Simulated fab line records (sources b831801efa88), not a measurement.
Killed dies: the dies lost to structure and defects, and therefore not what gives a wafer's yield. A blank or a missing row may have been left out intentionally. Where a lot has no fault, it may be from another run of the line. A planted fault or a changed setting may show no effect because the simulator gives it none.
What tool caused it? :: flow gf180mcu :: 13 lots with 39 wafers sampled at 4 steps, on a route of 602 steps

## WHAT EACH GAUGE READ, for each wafer
GF_V5_THK_MEAS_03. Usual: V5_CVD_02_THK typically reads 1453 nm, with standard deviation 19.
lot: L878
measured: day 26 08:44
on: filmMetro-04
V5_CVD_02_THK (nm): 1435 1419 1462
flag: 

lot: L879
measured: day 26 17:44
on: filmMetro-01
V5_CVD_02_THK (nm): 1437 1463 1496
flag: 

lot: L881
measured: day 27 06:13
on: filmMetro-04
V5_CVD_02_THK (nm): 1464 1470 1454
flag: 

lot: L882
measured: day 27 18:47
on: filmMetro-01
V5_CVD_02_THK (nm): 1451 1440 1478
flag: 

lot: L884
measured: day 28 10:01
on: filmMetro-02
V5_CVD_02_THK (nm): 1435 1443 1456
flag: 

lot: L885
measured: day 28 18:26
on: filmMetro-02
V5_CVD_02_THK (nm): 1444 1441 1476
flag: 

lot: L886
measured: day 29 02:30
on: filmMetro-04
V5_CVD_02_THK (nm): 1461 1456 1475
flag: 

lot: L887
measured: day 29 03:37
on: filmMetro-02
V5_CVD_02_THK (nm): 1434 1452 1457
flag: 

lot: L888
measured: day 29 13:55
on: filmMetro-01
V5_CVD_02_THK (nm): 1429 1428 1462
flag: 

lot: L891
measured: day 30 05:03
on: filmMetro-02
V5_CVD_02_THK (nm): 1452 1462 1449
flag: 

lot: L898
measured: day 32 02:59
on: filmMetro-04
V5_CVD_02_THK (nm): 1450 1445 1467
flag: 

lot: L899
measured: day 32 09:44
on: filmMetro-04
V5_CVD_02_THK (nm): 1441 1455 1465
flag: 

lot: L901
measured: day 32 20:23
on: filmMetro-04
V5_CVD_02_THK (nm): 1441 1442 1419
flag: 

## WHICH TOOL RAN EACH LOT (tool, then ch and the chambers of the sampled wafers, then the start)
lot: L878
GF_SALICIDE_WET_ETCH_01: wetBench-04 ch 1, day 15 01:51
GF_M4_STRIP_17: plasmaAsher-02 ch 0,1, day 23 11:53
GF_V4_ETCH_16: rieDiel-04 ch 1,2,3, day 24 11:13

lot: L879
GF_SALICIDE_WET_ETCH_01: wetBench-03 ch 0, day 15 13:55
GF_M4_STRIP_17: plasmaAsher-01 ch 1, day 23 21:04
GF_V4_ETCH_16: rieDiel-04 ch 0,2,3, day 24 20:18

lot: L881
GF_SALICIDE_WET_ETCH_01: wetBench-04 ch 3, day 16 02:07
GF_M4_STRIP_17: plasmaAsher-01 ch 0,1, day 24 11:08
GF_V4_ETCH_16: rieDiel-04 ch 0,1, day 25 09:52

lot: L882
GF_SALICIDE_WET_ETCH_01: wetBench-04 ch 3, day 16 18:28
GF_M4_STRIP_17: plasmaAsher-02 ch 0,1, day 25 00:28
GF_V4_ETCH_16: rieDiel-01 ch 0,2,3, day 25 23:28

lot: L884
GF_SALICIDE_WET_ETCH_01: wetBench-03 ch 0, day 17 09:20
GF_M4_STRIP_17: plasmaAsher-02 ch 0,1, day 25 17:23
GF_V4_ETCH_16: rieDiel-01 ch 0,1,3, day 26 15:24

lot: L885
GF_SALICIDE_WET_ETCH_01: wetBench-03 ch 2, day 17 21:39
GF_M4_STRIP_17: plasmaAsher-01 ch 0,1, day 26 01:52
GF_V4_ETCH_16: rieDiel-04 ch 1,2, day 27 00:01

lot: L886
GF_SALICIDE_WET_ETCH_01: wetBench-04 ch 2, day 18 05:01
GF_M4_STRIP_17: plasmaAsher-02 ch 0,1, day 26 09:50
GF_V4_ETCH_16: rieDiel-01 ch 1,2, day 27 07:50

lot: L887
GF_SALICIDE_WET_ETCH_01: wetBench-03 ch 3, day 18 10:47
GF_M4_STRIP_17: plasmaAsher-02 ch 0,1, day 26 12:01
GF_V4_ETCH_16: rieDiel-04 ch 0,2,3, day 27 09:55

lot: L888
GF_SALICIDE_WET_ETCH_01: wetBench-02 ch 3, day 18 21:20
GF_M4_STRIP_17: plasmaAsher-04 ch 0,1, day 26 23:40
GF_V4_ETCH_16: rieDiel-02 ch 2,3, day 27 20:28

lot: L891
GF_SALICIDE_WET_ETCH_01: wetBench-02 ch 0, day 19 17:20
GF_M4_STRIP_17: plasmaAsher-02 ch 0,1, day 27 15:26
GF_V4_ETCH_16: rieDiel-02 ch 0,1,2, day 28 11:53

lot: L898
GF_SALICIDE_WET_ETCH_01: wetBench-04 ch 0, day 22 07:11
GF_M4_STRIP_17: plasmaAsher-01 ch 0,1, day 29 17:31
GF_V4_ETCH_16: rieDiel-01 ch 0,1,2, day 30 13:28

lot: L899
GF_SALICIDE_WET_ETCH_01: wetBench-04 ch 2, day 22 16:57
GF_M4_STRIP_17: plasmaAsher-01 ch 0,1, day 30 00:56
GF_V4_ETCH_16: rieDiel-04 ch 1,3, day 30 20:34

lot: L901
GF_SALICIDE_WET_ETCH_01: wetBench-03 ch 1, day 23 09:03
GF_M4_STRIP_17: plasmaAsher-02 ch 0,1, day 30 13:50
GF_V4_ETCH_16: rieDiel-04 ch 0,2,3, day 31 08:56
- GF_SALICIDE_WET_ETCH_01: etches SiO2 in dHF, target depth 5 nm, time 100 s.
- GF_M4_STRIP_17: strips in O2/N2.
- GF_V4_ETCH_16: etches BARC in N2/H2.

## WHAT THE TOOLS THEMSELVES READ (means of the sampled wafers that have a number; where no wafer has one, the mark that the record gives instead)
GF_M4_STRIP_17. Usual: drypumpMotorCurrentA 5.8 A, standard deviation 0.4; heaterPowerW 294 W, standard deviation 9.4; o2FlowSccm 2999 sccm, standard deviation 9.1; oesProductAu 0.558 a.u., standard deviation 0.0051; platenTempC 250.01 C, standard deviation 0.18; stripTimeToEndpointS 7.88 s, standard deviation 0.037.
lot: L878
tool: plasmaAsher-02
drypumpMotorCurrentA (A): 5.8
heaterPowerW (W): 285
o2FlowSccm (sccm): 3006
oesProductAu (a.u.): 0.553
platenTempC (C): 250.14
stripTimeToEndpointS (s): 7.85
flag: 

lot: L879
tool: plasmaAsher-01
drypumpMotorCurrentA (A): 6.2
heaterPowerW (W): 299
o2FlowSccm (sccm): 3003
oesProductAu (a.u.): 0.554
platenTempC (C): 250.03
stripTimeToEndpointS (s): 7.88
flag: 

lot: L881
tool: plasmaAsher-01
drypumpMotorCurrentA (A): 6.1
heaterPowerW (W): 299
o2FlowSccm (sccm): 3004
oesProductAu (a.u.): 0.558
platenTempC (C): 249.91
stripTimeToEndpointS (s): 7.90
flag: 

lot: L882
tool: plasmaAsher-02
drypumpMotorCurrentA (A): 5.6
heaterPowerW (W): 288
o2FlowSccm (sccm): 3007
oesProductAu (a.u.): 0.557
platenTempC (C): 250.15
stripTimeToEndpointS (s): 7.87
flag: 

lot: L884
tool: plasmaAsher-02
drypumpMotorCurrentA (A): 5.9
heaterPowerW (W): 288
o2FlowSccm (sccm): 2994
oesProductAu (a.u.): 0.559
platenTempC (C): 250.03
stripTimeToEndpointS (s): 7.87
flag: 

lot: L885
tool: plasmaAsher-01
drypumpMotorCurrentA (A): 6.2
heaterPowerW (W): 301
o2FlowSccm (sccm): 3003
oesProductAu (a.u.): 0.551
platenTempC (C): 249.85
stripTimeToEndpointS (s): 7.85
flag: 

lot: L886
tool: plasmaAsher-02
drypumpMotorCurrentA (A): 5.6
heaterPowerW (W): 290
o2FlowSccm (sccm): 3004
oesProductAu (a.u.): 0.559
platenTempC (C): 249.85
stripTimeToEndpointS (s): 7.89
flag: 

lot: L887
tool: plasmaAsher-02
drypumpMotorCurrentA (A): 5.8
heaterPowerW (W): 291
o2FlowSccm (sccm): 2992
oesProductAu (a.u.): 0.558
platenTempC (C): 249.95
stripTimeToEndpointS (s): 7.84
flag: 

lot: L888
tool: plasmaAsher-04
drypumpMotorCurrentA (A): 5.5
heaterPowerW (W): 306
o2FlowSccm (sccm): 2998
oesProductAu (a.u.): 0.561
platenTempC (C): 249.78
stripTimeToEndpointS (s): 7.84
flag: 

lot: L891
tool: plasmaAsher-02
drypumpMotorCurrentA (A): 5.6
heaterPowerW (W): 286
o2FlowSccm (sccm): 2999
oesProductAu (a.u.): 0.559
platenTempC (C): 250.19
stripTimeToEndpointS (s): 7.89
flag: 

lot: L898
tool: plasmaAsher-01
drypumpMotorCurrentA (A): 6.2
heaterPowerW (W): 297
o2FlowSccm (sccm): 2994
oesProductAu (a.u.): 0.565
platenTempC (C): 250.04
stripTimeToEndpointS (s): 7.96
flag: 

lot: L899
tool: plasmaAsher-01
drypumpMotorCurrentA (A): 6.1
heaterPowerW (W): 295
o2FlowSccm (sccm): 2996
oesProductAu (a.u.): 0.566
platenTempC (C): 250.01
stripTimeToEndpointS (s): 7.92
flag: 

lot: L901
tool: plasmaAsher-02
drypumpMotorCurrentA (A): 5.6
heaterPowerW (W): 286
o2FlowSccm (sccm): 3007
oesProductAu (a.u.): 0.558
platenTempC (C): 249.90
stripTimeToEndpointS (s): 7.88
flag: 

GF_V4_ETCH_16. Usual: drypumpMotorCurrentA 5.8 A, standard deviation 0.51; oesProductAu 0.855 a.u., standard deviation 0.0044; throttleValvePct 13.224 %, standard deviation 0.0097.
lot: L878
tool: rieDiel-04
drypumpMotorCurrentA (A): 5.4
oesProductAu (a.u.): 0.849
throttleValvePct (%): 13.216
flag: 

lot: L879
tool: rieDiel-04
drypumpMotorCurrentA (A): 5.5
oesProductAu (a.u.): 0.854
throttleValvePct (%): 13.222
flag: 

lot: L881
tool: rieDiel-04
drypumpMotorCurrentA (A): 5.4
oesProductAu (a.u.): 0.852
throttleValvePct (%): 13.225
flag: 

lot: L882
tool: rieDiel-01
drypumpMotorCurrentA (A): 6.0
oesProductAu (a.u.): 0.856
throttleValvePct (%): 13.227
flag: 

lot: L884
tool: rieDiel-01
drypumpMotorCurrentA (A): 6.0
oesProductAu (a.u.): 0.856
throttleValvePct (%): 13.223
flag: 

lot: L885
tool: rieDiel-04
drypumpMotorCurrentA (A): 5.1
oesProductAu (a.u.): 0.851
throttleValvePct (%): 13.226
flag: 

lot: L886
tool: rieDiel-01
drypumpMotorCurrentA (A): 6.1
oesProductAu (a.u.): 0.856
throttleValvePct (%): 13.223
flag: 

lot: L887
tool: rieDiel-04
drypumpMotorCurrentA (A): 5.6
oesProductAu (a.u.): 0.858
throttleValvePct (%): 13.219
flag: 

lot: L888
tool: rieDiel-02
drypumpMotorCurrentA (A): 5.5
oesProductAu (a.u.): 0.854
throttleValvePct (%): 13.228
flag: 

lot: L891
tool: rieDiel-02
drypumpMotorCurrentA (A): 5.9
oesProductAu (a.u.): 0.855
throttleValvePct (%): 13.215
flag: 

lot: L898
tool: rieDiel-01
drypumpMotorCurrentA (A): 6.0
oesProductAu (a.u.): 0.859
throttleValvePct (%): 13.223
flag: 

lot: L899
tool: rieDiel-04
drypumpMotorCurrentA (A): 6.0
oesProductAu (a.u.): 0.850
throttleValvePct (%): 13.223
flag: 

lot: L901
tool: rieDiel-04
drypumpMotorCurrentA (A): 5.5
oesProductAu (a.u.): 0.854
throttleValvePct (%): 13.234
flag: 

## THE ANSWER, worked out from the rows above alone
Rule: lot off if the mean of its wafers having a number is beyond 3 standard deviations from the usual mean. Also off: a lot with no number at a reading for which 4 or more lots have one. Any other lot the step has rows for is counted as sound. After the gauges, taken in route order, come the tools' own readings; for these a lot's mean is taken, as printed above. At the first step where some lot is off, the reading lying furthest off is the one used; lots without a number count as furthest.
No lot is off on any of the readings shown, so nothing can be concluded from this.

## WHAT HAD BEEN PUT IN BY THE SIMULATOR
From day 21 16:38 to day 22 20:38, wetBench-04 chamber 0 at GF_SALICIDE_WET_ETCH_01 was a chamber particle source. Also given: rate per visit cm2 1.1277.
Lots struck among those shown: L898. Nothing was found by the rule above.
